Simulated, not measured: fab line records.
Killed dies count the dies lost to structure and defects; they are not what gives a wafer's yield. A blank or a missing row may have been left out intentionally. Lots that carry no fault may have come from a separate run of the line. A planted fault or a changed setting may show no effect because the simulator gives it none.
Chamber matching ; flow sky130 ; 4 sister chambers for SKY_FIELD_ISO_CMP_27 on cmp-01
The step polishes, stops on Si3N4, t overpolish 16 s, target thk 457.8 nm. 14 wafers are shown with their chamber, then 7 later ones without.

## WAFERS PAIRED WITH THEIR CHAMBERS
wafer;chamber;motor current A (A);overpolish run s (s);time to endpoint s (s)
L477.2;0;12.1;16.017;115
L477.4;3;11.3;16.011;118
L477.6;2;12.4;15.989;108
L480.2;1;12.9;15.990;115
L480.3;2;12.1;15.984;114
L480.6;2;12.2;15.991;112
L481.1;1;12.7;16.009;115
L481.5;1;12.5;16.016;115
L481.6;0;11.8;16.020;118
L488.1;3;11.2;15.997;109
L488.4;1;13.0;16.019;109
L488.5;1;12.7;15.998;109
L490.1;1;12.7;15.990;111
L490.3;3;11.6;15.990;110

SIGNATURES (means of the wafers above)
reading;chamber 0;chamber 1;chamber 2;chamber 3;scatter within a chamber
motor current A;11.950;12.750;12.233;11.367;0.183
overpolish run s;16.01850;16.00367;15.98800;15.99933;0.0104
time to endpoint s;116.50;112.33;111.33;112.33;3.42
Rule: for each reading, subtract the chamber's mean from the wafer's reading, divide by that reading's scatter and square the result; add these up over the readings and take the root, which gives the wafer's distance from the chamber. The wafer belongs to the nearest chamber; if the next one is less than 2 further off, it can't be placed. The scatter: take each reading less its chamber's mean, square it, sum over the shown wafers, divide by the number of wafers less the number of chambers, and take the root.

## WAFERS WITH NO CHAMBER GIVEN
wafer;motor current A (A);overpolish run s (s);time to endpoint s (s)
L490.4;11.9;15.994;108
L491.3;11.9;16.017;114
L491.4;11.8;15.990;111
L491.5;12.3;15.999;105
L497.2;11.3;15.991;121
L497.4;11.8;15.998;115
L497.6;11.9;16.009;118

## CHAMBER TAKEN BY EACH
wafer;from the rows above;in truth
L490.4;can't be placed: 2 or 3 or 0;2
L491.3;0;0
L491.4;can't be placed: 2 or 3 or 0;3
L491.5;can't be placed: 2 or 1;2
L497.2;can't be placed: 3 or 0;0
L497.4;can't be placed: 0 or 3 or 2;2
L497.6;0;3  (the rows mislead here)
Correct placement for 1 of the 7. Not placeable from these rows: 5 (in 5, the candidates include the true chamber). 1 placed wrongly.
